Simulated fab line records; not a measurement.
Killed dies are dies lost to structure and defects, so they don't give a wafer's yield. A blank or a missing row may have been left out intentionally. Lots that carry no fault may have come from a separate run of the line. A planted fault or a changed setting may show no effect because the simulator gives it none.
fab line records | flow sfq_line
record lots=14 | wafers=42 | last_day=75
route steps=325 shown I1@75 M2@101 I2@104 I3@137
lots with no fault: from the same line, run without faults
start_h: the number of hours between the record's first day and the start of the first shown wafer of the lot | wait_h: how many hours have passed since the lot's step before this one | " as in the row above | L1.1+2: a row that stands for several wafers | - value missing, or start not given | * or withheld: withheld | < > ~ a bound
route shown NAME@n: names a module that has steps shown in the file, with the first one's number in the route | usual: mean/standard deviation of fault-free wafers | same: alike in all rows | chamber/n: place in a boat | sites: the reading at each site | _std_site: how widely they spread, as a standard deviation | _edge_site: the outer-site mean with the inner-site mean subtracted | radius_mm: how far each site lies from the wafer's centre | mask NAME#n: copy n | behind: the most recent tool/chamber to have shaped the wafer | hold: reason for holding the lot/hours on hold/outcome of the hold | device: the transistor (n, p or np) that didn't switch | end of line: the same wafers' tests at the end of the route | a step with no rows: only its recipe | killed: count of dies lost to structure and defects at first sort (not the wafer's yield) | map: a wafer's dies, marking killed ones x, the rest . and places with no die _
set.NAME: the setting the step ran with; set.NAME@STEP: the setting that earlier step ran with | model.NAME: the simulator's own value behind a step, which no gauge read
a sample of lots followed through the steps of the route, with each step as a table and each wafer as a row
services: a tool's chamber out of use, with start hour (start_h, from the record's first day; less than 0 if before it), hours out, and reason
## steps
# step SFQ_I1_BOW_MEAS_912
# recipe mode=bow
# usual I1_BOW=0/7
lot.wafer | tool          | chamber | start_h | wait_h | I1_BOW[um]
L771.3    | film_metro-04 | -       | 303.73  | 2.0    | -2
L771.4    | "             | -       | "       | "      | -3
L771.5    | "             | -       | "       | "      | 8
L772.4    | film_metro-04 | -       | 308.83  | 2.6    | -5
L772.5    | "             | -       | "       | "      | -3
L772.6    | "             | -       | "       | "      | -13
L773.1    | film_metro-03 | -       | 317.77  | 1.0    | -6
L773.2    | "             | -       | "       | "      | -3
L773.3    | "             | -       | "       | "      | -7
L774.1    | film_metro-04 | -       | 319.82  | 1.5    | 2
L774.3    | "             | -       | "       | "      | -6
L774.6    | "             | -       | "       | "      | -3
L775.1    | film_metro-03 | -       | 323.77  | 1.0    | -4
L775.2    | "             | -       | "       | "      | 1
L775.5    | "             | -       | "       | "      | 9
L776.2    | film_metro-03 | -       | 333.94  | 1.0    | 12
L776.4    | "             | -       | "       | "      | 6
L776.5    | "             | -       | "       | "      | 0
L778.3    | film_metro-04 | -       | 348.96  | 2.0    | 1
L778.4    | "             | -       | "       | "      | -2
L778.5    | "             | -       | "       | "      | -1
L784.2    | film_metro-01 | -       | 419.35  | 1.0    | 3
L784.4    | "             | -       | "       | "      | 9
L784.6    | "             | -       | "       | "      | 18
L785.2    | film_metro-03 | -       | 425.50  | 2.5    | 7
L785.4    | "             | -       | "       | "      | 11
L785.5    | "             | -       | "       | "      | 10
L786.1    | film_metro-04 | -       | 428.33  | 1.5    | 5
L786.4    | "             | -       | "       | "      | -3
L786.6    | "             | -       | "       | "      | -8
L787.2    | film_metro-01 | -       | 432.70  | 1.5    | 3
L787.5    | "             | -       | "       | "      | -12
L787.6    | "             | -       | "       | "      | -6
L791.1    | film_metro-01 | -       | 465.68  | 2.5    | 8
L791.3    | "             | -       | "       | "      | 0
L791.6    | "             | -       | "       | "      | -4
L792.1    | film_metro-03 | -       | 478.88  | 1.0    | -7
L792.3    | "             | -       | "       | "      | -6
L792.6    | "             | -       | "       | "      | -4
L793.1    | film_metro-03 | -       | 488.50  | 2.5    | -1
L793.4    | "             | -       | "       | "      | -15
L793.5    | "             | -       | "       | "      | -3
# step SFQ_TRILAYER_M2_STRIP_STRIP_061
# recipe gas=O2 | power_w=200 | platen_temp_c=40 | overash_fraction=0.65 | chemistry=O2 | pressure_mtorr=50
# usual drypump_motor_current_A=5.85/0.28 | oes_product_au=0.997/0.01
# same overash_fraction=0.65
lot.wafer | tool         | chamber | start_h | wait_h | drypump_motor_current_A | oes_product_au | rf_hours_counter_h
L771.3    | rie_metal-01 | 0       | 478.83  | 0.2    | 5.74                    | 1.004          | -
L771.4    | "            | 1       | "       | "      | 5.83                    | 0.991          | -
L771.5    | "            | 0       | "       | "      | 5.73                    | 1.010          | -
L772.4    | rie_metal-04 | 1       | 486.03  | 0.2    | 5.39                    | 0.997          | -
L772.5    | "            | 0       | "       | "      | 6.39                    | 0.985          | -
L772.6    | "            | 1       | "       | "      | 5.39                    | 0.988          | -
L773.1    | rie_metal-03 | 1       | 499.03  | 0.1    | 5.96                    | 1.000          | 171
L773.2    | "            | 0       | "       | "      | 5.91                    | 1.015          | 132
L773.3    | "            | 0       | "       | "      | 5.94                    | 1.012          | -
L774.1    | rie_metal-04 | 1       | 502.63  | 0.1    | 5.40                    | 0.993          | 173
L774.3    | "            | 1       | "       | "      | 5.43                    | 0.982          | -
L774.6    | "            | 1       | "       | "      | 5.43                    | 0.991          | -
L775.1    | rie_metal-01 | 1       | 507.43  | 0.1    | 5.83                    | 0.976          | 72
L775.2    | "            | 0       | "       | "      | 5.75                    | 1.002          | 103
L775.5    | "            | 1       | "       | "      | 5.83                    | 0.977          | -
L776.2    | rie_metal-04 | 0       | 520.63  | 0.1    | 6.37                    | 1.002          | 33
L776.4    | "            | 0       | "       | "      | 6.37                    | 0.999          | -
L776.5    | "            | 1       | "       | "      | 5.43                    | 0.996          | -
L778.3    | rie_metal-03 | 0       | 540.37  | 0.5    | 5.86                    | 1.011          | -
L778.4    | "            | 0       | "       | "      | 5.90                    | 1.008          | -
L778.5    | "            | 0       | "       | "      | 5.92                    | 1.004          | -
L784.2    | rie_metal-03 | 1       | 622.55  | 0.1    | 5.95                    | 0.993          | 15
L784.4    | "            | 0       | "       | "      | 5.86                    | 0.997          | -
L784.6    | "            | 1       | "       | "      | 5.93                    | 0.995          | -
L785.2    | rie_metal-04 | 1       | 634.41  | 0.1    | 5.42                    | 1.004          | 13
L785.4    | "            | 1       | "       | "      | 5.43                    | 0.998          | -
L785.5    | "            | 1       | "       | "      | 5.45                    | 1.000          | -
L786.1    | rie_metal-04 | 0       | 636.81  | 0.1    | 6.38                    | 1.016          | 52
L786.4    | "            | 1       | "       | "      | 5.46                    | 1.006          | -
L786.6    | "            | 0       | "       | "      | 6.39                    | 1.010          | -
L787.2    | rie_metal-01 | 1       | 638.01  | 0.1    | 5.84                    | 0.996          | 95
L787.5    | "            | 0       | "       | "      | 5.76                    | 1.005          | -
L787.6    | "            | 1       | "       | "      | 5.85                    | 0.975          | -
L791.1    | rie_metal-01 | 0       | 675.21  | 0.1    | 5.76                    | 0.995          | 133
L791.3    | "            | 0       | "       | "      | 5.76                    | 1.001          | -
L791.6    | "            | 1       | "       | "      | 5.91                    | 0.979          | -
L792.1    | rie_metal-03 | 0       | 690.81  | 0.1    | 5.78                    | 1.004          | 172
L792.3    | "            | 1       | "       | "      | 5.95                    | 1.002          | -
L792.6    | "            | 1       | "       | "      | 5.95                    | 0.994          | -
L793.1    | rie_metal-01 | 0       | 708.36  | 0.1    | 5.78                    | 0.996          | 138
L793.4    | "            | 0       | "       | "      | 5.78                    | 0.992          | -
L793.5    | "            | 0       | "       | "      | 5.76                    | 1.001          | -
# step SFQ_TRILAYER_I2_CMP_CMP_064
# recipe material=SiO2 | down_force_psi=3 | platen_rpm=60 | pad_velocity_m_s=0.94248
# usual motor_current_A=10.5/1 | time_to_endpoint_s=216/6.3
lot.wafer | tool   | chamber | start_h | wait_h | motor_current_A | time_to_endpoint_s
L771.4    | cmp-01 | 2       | 480.00  | 0.5    | 9.7             | 223
L771.3    | "      | 0       | 481.00  | 1.5    | 10.4            | 212
L771.5    | "      | 1       | "       | "      | 9.6             | 213
L772.4    | cmp-01 | 0       | 490.00  | 3.3    | 11.1            | 221
L772.5    | "      | 1       | "       | "      | 10.5            | 217
L772.6    | "      | 2       | "       | "      | 9.7             | 222
L773.1    | cmp-02 | 2       | 502.20  | 2.4    | 11.0            | 218
L773.3    | "      | 3       | "       | "      | 9.3             | 215
L773.2    | "      | 0       | "       | "      | 11.0            | 217
L774.1    | cmp-01 | 1       | 508.02  | 4.6    | 9.6             | 209
L774.3    | "      | 2       | "       | "      | 9.2             | 215
L774.6    | "      | 3       | "       | "      | 12.6            | 220
L775.1    | cmp-01 | 2       | 513.02  | 4.8    | 9.2             | 209
L775.2    | "      | 0       | 514.02  | 5.8    | 10.7            | 218
L775.5    | "      | 2       | 515.02  | 6.7    | 9.2             | 222
L776.2    | cmp-02 | 0       | 523.48  | 2.0    | 11.2            | 210
L776.4    | "      | 2       | 524.48  | 3.0    | 10.6            | 214
L776.5    | "      | 1       | 525.98  | 4.5    | 11.3            | 218
L778.3    | cmp-02 | 2       | 544.48  | 3.1    | 10.5            | 214
L778.4    | "      | 1       | 545.98  | 4.6    | 10.3            | 227
L778.5    | "      | 3       | 546.98  | 5.6    | 8.7             | 230
L784.4    | cmp-01 | 1       | 636.44  | 12.6   | 10.2            | 219
L784.2    | "      | 3       | 637.44  | 13.6   | 12.3            | 217
L784.6    | "      | 1       | 638.44  | 14.6   | 10.0            | 215
L785.2    | cmp-02 | 0       | 646.32  | 11.1   | 11.9            | 216
L785.4    | "      | 1       | "       | "      | 10.7            | 217
L785.5    | "      | 2       | "       | "      | 11.2            | 223
L786.4    | cmp-01 | 0       | 648.94  | 11.1   | 11.0            | 217
L786.1    | "      | 1       | "       | "      | 10.2            | 210
L786.6    | "      | 3       | 650.44  | 12.6   | 12.5            | 220
L787.2    | cmp-01 | 2       | 651.44  | 12.6   | 8.9             | 222
L787.6    | "      | 1       | 652.94  | 14.1   | 9.5             | 213
L787.5    | "      | 2       | "       | "      | 8.9             | 209
L791.3    | cmp-02 | 0       | 694.33  | 18.3   | 11.1            | 204
L791.1    | "      | 3       | 695.83  | 19.8   | 9.2             | 204
L791.6    | "      | 1       | 696.83  | 20.8   | 10.7            | 213
L792.3    | cmp-01 | 0       | 710.94  | 19.3   | 10.7            | 212
L792.1    | "      | 3       | 712.44  | 20.8   | 12.5            | 212
L792.6    | "      | 0       | "       | "      | 10.2            | 214
L793.4    | cmp-01 | 2       | 726.44  | 17.2   | 8.8             | 215
L793.1    | "      | 3       | "       | "      | 12.5            | 217
L793.5    | "      | 2       | 728.44  | 19.2   | 9.3             | 223
# step SFQ_TRILAYER_I3_VIA_LITHO_COAT_090
# recipe resist=BARC | spin_rpm=3000 | resist_thk_nm=62
# usual resist_line_temp_C=23.01/0.1 | spin_speed_rpm=2999.6/2.1
lot.wafer | tool           | chamber | start_h | wait_h | resist_line_temp_C | spin_speed_rpm
L771.3    | litho_track-03 | 0       | 676.36  | 0.7    | 23.04              | 2998.1
L771.4    | "              | 0       | "       | "      | 23.00              | 3002.2
L771.5    | "              | 0       | "       | "      | 23.02              | 3001.3
L772.4    | litho_track-04 | 0       | 688.41  | 0.6    | 23.24              | 2997.1
L772.5    | "              | 0       | "       | "      | 23.13              | 3000.6
L772.6    | "              | 0       | "       | "      | 23.20              | 3002.8
L773.1    | litho_track-01 | 0       | 704.65  | 1.0    | 22.90              | 2999.0
L773.2    | "              | 0       | "       | "      | 23.06              | 3001.7
L773.3    | "              | 0       | "       | "      | 22.85              | 3001.0
L774.1    | litho_track-03 | 0       | 710.65  | 1.0    | 23.03              | 2998.1
L774.3    | "              | 0       | "       | "      | 22.93              | 2997.5
L774.6    | "              | 0       | "       | "      | 22.95              | 3003.3
L775.1    | litho_track-01 | 0       | 716.65  | 1.0    | 23.05              | 2999.5
L775.2    | "              | 0       | "       | "      | 23.07              | 2999.3
L775.5    | "              | 0       | "       | "      | 22.87              | 3000.5
L776.2    | litho_track-01 | 0       | 719.70  | 0.8    | 23.01              | 2998.5
L776.4    | "              | 0       | "       | "      | 23.17              | 3002.7
L776.5    | "              | 0       | "       | "      | 23.00              | 3000.0
L778.3    | litho_track-04 | 0       | 731.75  | 0.7    | 23.03              | 3000.8
L778.4    | "              | 0       | "       | "      | 23.24              | 3000.8
L778.5    | "              | 0       | "       | "      | 23.04              | 2998.7
L784.2    | litho_track-01 | 0       | 828.05  | 0.8    | 22.88              | 1936.4
L784.4    | "              | 0       | "       | "      | 22.86              | 1935.5
L784.6    | "              | 0       | "       | "      | 22.95              | 1933.1
L785.2    | litho_track-04 | 0       | 836.70  | 0.8    | 23.08              | 2997.4
L785.4    | "              | 0       | "       | "      | 23.29              | 2998.4
L785.5    | "              | 0       | "       | "      | 23.10              | 2995.7
L786.1    | litho_track-01 | 0       | 837.19  | 1.2    | 23.05              | 1934.0
L786.4    | "              | 0       | "       | "      | 22.96              | 1935.0
L786.6    | "              | 0       | "       | "      | 22.79              | 1936.3
L787.2    | litho_track-04 | 0       | 840.05  | 0.8    | 23.00              | 2999.9
L787.5    | "              | 0       | "       | "      | 22.98              | 3002.1
L787.6    | "              | 0       | "       | "      | 22.94              | 2997.7
L791.1    | litho_track-04 | 0       | 893.65  | 1.0    | 23.08              | 2998.5
L791.3    | "              | 0       | "       | "      | 23.00              | 2999.1
L791.6    | "              | 0       | "       | "      | 22.97              | 3000.0
L792.1    | litho_track-03 | 0       | 906.00  | 1.0    | 23.02              | 2999.4
L792.3    | "              | 0       | "       | "      | 23.06              | 2999.8
L792.6    | "              | 0       | "       | "      | 22.97              | 2998.9
L793.1    | litho_track-03 | 0       | 915.03  | 1.0    | 23.05              | 3000.2
L793.4    | "              | 0       | "       | "      | 22.90              | 2996.7
L793.5    | "              | 0       | "       | "      | 22.95              | 2999.0
# step SFQ_TRILAYER_I3_VIA_BARC_OPEN_VIA_ETCH_121
# recipe mask_material=PR | chemistry=O2 | target_depth_nm=125 | target=BARC | source_w=500 | bias_w=80 | pressure_mtorr=30 | time_s=41.7
# usual drypump_motor_current_A=5.6/0.34 | oes_product_au=0.686/0.0049
lot.wafer | tool        | chamber | start_h | wait_h | drypump_motor_current_A | oes_product_au | rf_hours_counter_h
L771.3    | rie_diel-03 | 1       | 734.96  | 0.0    | 5.5                     | 0.686          | 16
L771.4    | "           | 3       | "       | "      | 6.2                     | 0.689          | 0
L771.5    | "           | 0       | "       | "      | 6.0                     | 0.678          | -
L772.4    | rie_diel-01 | 1       | 743.36  | 0.0    | 5.2                     | 0.684          | 40
L772.5    | "           | 0       | "       | "      | 5.2                     | 0.690          | -
L772.6    | "           | 3       | "       | "      | 5.4                     | 0.683          | -
L773.1    | rie_diel-02 | 0       | 763.77  | 0.0    | 5.7                     | 0.680          | 1
L773.2    | "           | 1       | "       | "      | 5.2                     | 0.686          | 12
L773.3    | "           | 2       | "       | "      | 6.0                     | 0.682          | 7
L774.1    | rie_diel-03 | 3       | 769.77  | 0.0    | 6.2                     | 0.684          | 1
L774.3    | "           | 0       | "       | "      | 6.0                     | 0.685          | 2
L774.6    | "           | 1       | "       | "      | 5.4                     | 0.681          | -
L775.1    | rie_diel-02 | 3       | 775.77  | 0.0    | 6.0                     | 0.689          | 11
L775.2    | "           | 0       | "       | "      | 5.7                     | 0.690          | 1
L775.5    | "           | 1       | "       | "      | 5.1                     | 0.690          | -
L776.2    | rie_diel-03 | 3       | 779.37  | 0.0    | 6.2                     | 0.679          | 1
L776.4    | "           | 0       | "       | "      | 6.0                     | 0.691          | 2
L776.5    | "           | 0       | "       | "      | 6.0                     | 0.681          | -
L778.3    | rie_diel-03 | 2       | 793.87  | 0.0    | 5.5                     | 0.694          | 9
L778.4    | "           | 1       | "       | "      | 5.4                     | 0.694          | 17
L778.5    | "           | 1       | "       | "      | 5.4                     | 0.687          | -
L784.2    | rie_diel-03 | 3       | 879.75  | 0.0    | 6.2                     | 0.766          | 2
L784.4    | "           | 1       | "       | "      | 5.4                     | 0.763          | 19
L784.6    | "           | 3       | "       | "      | 6.2                     | 0.757          | -
L785.2    | rie_diel-02 | 0       | 895.90  | 0.0    | 5.7                     | 0.679          | 3
L785.4    | "           | 2       | "       | "      | 6.1                     | 0.689          | 9
L785.5    | "           | 3       | "       | "      | 6.0                     | 0.684          | -
L786.1    | rie_diel-02 | 1       | 898.30  | 0.0    | 5.2                     | 0.758          | 14
L786.4    | "           | 2       | "       | "      | 6.0                     | 0.758          | 9
L786.6    | "           | 2       | "       | "      | 6.0                     | 0.760          | -
L787.2    | rie_diel-03 | 3       | 900.73  | 0.0    | 6.2                     | 0.683          | 3
L787.5    | "           | 2       | "       | "      | 5.5                     | 0.691          | -
L787.6    | "           | 1       | "       | "      | 5.4                     | 0.689          | -
L791.1    | rie_diel-02 | 2       | 953.50  | 0.0    | 6.0                     | 0.679          | 10
L791.3    | "           | 3       | "       | "      | 6.0                     | 0.684          | 14
L791.6    | "           | 1       | "       | "      | 5.1                     | 0.694          | -
L792.1    | rie_diel-01 | 0       | 970.40  | 0.0    | 5.2                     | 0.683          | 2
L792.3    | "           | 2       | "       | "      | 5.6                     | 0.683          | 17
L792.6    | "           | 3       | "       | "      | 5.4                     | 0.684          | -
L793.1    | rie_diel-01 | 1       | 976.40  | 0.0    | 5.2                     | 0.695          | 2
L793.4    | "           | 0       | "       | "      | 5.2                     | 0.684          | 2
L793.5    | "           | 1       | "       | "      | 5.2                     | 0.688          | -
## services
tool         | chamber | start_h | hours | kind
rie_diel-02  | 3       | 480.55  | 3.5   | repair
cmp-02       | -       | 481.88  | 7.0   | pm
rie_diel-03  | -       | 487.93  | 1.5   | repair
rie_diel-03  | 0       | 498.25  | 13.7  | repair
rie_metal-04 | 0       | 521.61  | 29.2  | repair
rie_diel-03  | 2       | 522.96  | 2.8   | repair
rie_metal-04 | -       | 525.75  | 1.4   | pm
cmp-01       | -       | 526.00  | 1.1   | repair
rie_diel-02  | 2       | 549.13  | 39.6  | repair
cmp-02       | -       | 577.48  | 4.0   | pm
rie_diel-03  | -       | 620.85  | 15.6  | pm
rie_metal-01 | -       | 621.76  | 5.8   | repair
cmp-02       | -       | 628.74  | 7.6   | pm
rie_diel-03  | 2       | 644.45  | 2.7   | repair
rie_diel-03  | 3       | 646.45  | 7.1   | repair
rie_diel-02  | 1       | 663.58  | 6.0   | repair
rie_diel-03  | 3       | 686.55  | 18.3  | repair
rie_diel-03  | 1       | 686.80  | 5.1   | repair
cmp-01       | -       | 731.94  | 6.2   | pm
cmp-01       | -       | 750.19  | 4.0   | pm
cmp-01       | -       | 766.19  | 6.3   | pm
cmp-01       | -       | 810.10  | 1.6   | repair
rie_diel-03  | 3       | 830.64  | 19.1  | repair
rie_diel-03  | 3       | 861.21  | 1.3   | repair
## key
first_sign step=SFQ_TRILAYER_I3_VIA_LITHO_COAT_090 | reading=spin_speed_rpm | direction=down | sigmas=99+ | usual=2999.6 | struck=1935.1
effect step=SFQ_TRILAYER_I3_VIA_BARC_OPEN_VIA_ETCH_121 | reading=oes_product_au | direction=up | sigmas=15 | usual=0.686 | struck=0.760
met_at SFQ_TRILAYER_I3_VIA_LITHO_COAT_090
struck_lots L784,L786
not_acting_at SFQ_I1_BOW_MEAS_912,SFQ_TRILAYER_M2_STRIP_STRIP_061,SFQ_TRILAYER_I2_CMP_CMP_064
onset_between 719.70 828.05
fault kind=process_parameter_drift | tool=litho_track-01 | chamber=- | onset_h=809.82 | steps=SFQ_TRILAYER_I3_VIA_LITHO_COAT_090 | channel=spin_rpm | offset=-1064.8 | shape=step | end_h=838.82 | acts_in=these_recipes_only | stated=3000
